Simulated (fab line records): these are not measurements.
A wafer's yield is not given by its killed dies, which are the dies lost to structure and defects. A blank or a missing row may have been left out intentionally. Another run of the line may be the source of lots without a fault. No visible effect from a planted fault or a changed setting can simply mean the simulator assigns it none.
Which tool is to blame? | flow sfq-line | 42 wafers from 14 lots sampled at 2 of the route's 325 steps

WHAT THE GAUGES SHOWED, per wafer
SFQ_I3_BOW_MEAS_922. Usual: I3_BOW gives 3 um (standard deviation 8.4).
lot  | measured     | on            | I3_BOW (um) | flag
L201 | day 40 03:37 | film-metro-04 | -9 -7 -14   |
L202 | day 40 12:38 | film-metro-04 | 1 0 17      |
L204 | day 40 18:40 | film-metro-03 | -5 9 -1     |
L205 | day 40 21:36 | film-metro-04 | 1 -3 -6     |
L207 | day 41 06:14 | film-metro-02 | 3 8 11      |
L208 | day 41 09:16 | film-metro-03 | -8 2 -3     |
L211 | day 42 21:13 | film-metro-03 | 0 18 6      |
L212 | day 42 22:35 | film-metro-04 | -9 6 -3     |
L214 | day 43 15:13 | film-metro-04 | 7 -5 10     |
L218 | day 45 04:30 | film-metro-02 | 15 12 6     |
L220 | day 45 13:36 | film-metro-03 | -9 -5 -5    |
L221 | day 45 22:31 | film-metro-04 | 0 -6 -1     |
L223 | day 47 05:38 | film-metro-03 | 5 11 -3     |
L224 | day 47 17:40 | film-metro-03 | 5 0 10      |

SFQ_JJ_OVL_MEAS_931. Usual: J5_OVL gives 1 nm (standard deviation 4.8).
lot  | measured     | on         | J5_OVL (nm) | flag
L201 | day 51 18:08 | overlay-01 | 10 1 -1     |
L202 | day 52 00:09 | overlay-01 | 7 3 5       |
L204 | day 52 04:47 | overlay-01 | 5 0 2       |
L205 | day 52 07:17 | overlay-02 | 4 3 5       |
L207 | day 52 16:52 | overlay-01 | 3 5 6       |
L208 | day 53 00:09 | overlay-01 | -5 -7 -5    |
L211 | day 56 01:37 | overlay-01 | 0 -5 -7     |
L212 | day 56 04:59 | overlay-01 | 2 -8 1      |
L214 | day 56 08:35 | overlay-01 | 6 -5 -5     |
L218 | day 57 08:34 | overlay-01 | 2 4 1       |
L220 | day 58 09:50 | overlay-01 | -4 1 -11    |
L221 | day 58 13:26 | overlay-01 | 3 1 -5      |
L223 | day 63 03:39 | overlay-02 | 3 -2 2      |
L224 | day 63 12:11 | overlay-02 | 4 7 8       |

WHAT TOOL EACH LOT RAN ON (gives the tool, then ch and the chambers of the sampled wafers, and finally the start)
The record holds no process step before these readings.

WHAT THE TOOLS THEMSELVES READ (means of the sampled wafers that have a number; where no wafer has one, the mark that the record gives instead)
The record holds no such reading with a usual standard deviation.

THE ANSWER, worked out from the rows above alone
Rule: take the mean of a lot's wafers that have a number; if it is more than 3 standard deviations from the usual mean, the lot is off. Also off: a lot with no number at a reading for which 4 or more lots have one. All remaining lots with rows at the step are treated as sound. The gauges are gone through in route order, then the tools' own readings, and for those a lot's mean is taken as printed above. At the first step where some lot is off, the reading lying furthest off is the one used; lots without a number count as furthest.
Across all readings shown, no lot is off: no conclusion can be drawn from this.

WHAT THE SIMULATOR HAD INSERTED
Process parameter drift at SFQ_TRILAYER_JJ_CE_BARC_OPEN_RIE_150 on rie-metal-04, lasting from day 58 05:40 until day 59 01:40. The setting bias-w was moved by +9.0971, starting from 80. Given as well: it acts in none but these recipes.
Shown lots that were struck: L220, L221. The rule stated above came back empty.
